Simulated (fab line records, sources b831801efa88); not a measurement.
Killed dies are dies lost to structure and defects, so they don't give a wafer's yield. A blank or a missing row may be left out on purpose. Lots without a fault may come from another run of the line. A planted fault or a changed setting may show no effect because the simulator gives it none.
Problem report in the 8D (eight disciplines) form, filled by code | flow sky130 | the parts of the form that need people (team, actions taken, sign-off) are left out

1. THE PROBLEM
run_length_s at SKY_VIA1_SOFTBAKE_08 reads a mean of 113.83 s on 6 wafers of 2 lots; wafers without a fault read 119.22 s with a standard deviation of 0.1. That is -54 standard deviations from the usual mean.
The step: time 90 s.
First seen on wafer L104.2, day 39 16:00, on litho_track-03. The record holds 42 wafers of 14 lots with a number at this step. Rule for "out", or "out of limits": more than 4 standard deviations from the usual mean. The other wafers with a number count as sound.

2. WHAT IT IS AND WHAT IT IS NOT
question                    | is                                 | is not
which readings at this step | run_length_s, heater_power_total_W | chill_plate_temp_C
which lots                  | L104, L107                         | L100, L102, L103, L105, L110, L987, L991, L993, L995, L997, L998, L999
which wafers of those lots  | all that have a number             | -
read on which tools         | litho_track-03                     | litho_track-02, litho_track-04
when                        | from day 39 16:00                  | up to then (33 sound wafers); but 3 sound wafers of L110 came after

3. SUSPECTS, AND WHAT RULES EACH OUT
Counting: a tool at a process step up to the reading stays a suspect if it ran every lot that is out and no sound lot after the first of them.
- litho_track-03 at SKY_VIA1_SOFTBAKE_08 (time 90 s): kept. It ran every lot that is out, first L104 (day 39 16:00), and no sound lot after that; its last sound lot up to then is L102 (day 39 13:00). Its own readings are out on those wafers: heater_power_total_W, run_length_s.
Left after counting: litho_track-03 at SKY_VIA1_SOFTBAKE_08.

4. THE CAUSE (what the simulator had put in)
Process parameter drift: litho_track-03, from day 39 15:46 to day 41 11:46, at SKY_VIA1_SOFTBAKE_08. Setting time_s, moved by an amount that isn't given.
Counting left only this tool.

5. THE CHAIN OF EFFECTS, in route order
Each row: a reading whose mean over the struck wafers that have a number lies more than 3 standard deviations from the usual. Only readings for which the record gives a usual standard deviation are gone through. hours: the time from each lot's start at the first step in this table that gives one to its start at this step, as a median over the lots. sigmas: the change in usual standard deviations.
hours | step                 | reading              | usual    | on struck wafers | change | sigmas
0     | SKY_VIA1_SOFTBAKE_08 | heater_power_total_W | 57.37 W  | 58.41            | +1.04  | +9.4
0     | SKY_VIA1_SOFTBAKE_08 | run_length_s         | 119.22 s | 113.83           | -5.39  | -54
The process steps in it:
- SKY_VIA1_SOFTBAKE_08: time 90 s.

6. WHAT WOULD HAVE CAUGHT IT SOONER
In this record the first reading out of limits was taken at day 39 16:00, 0 hours after the fault began at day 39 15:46.
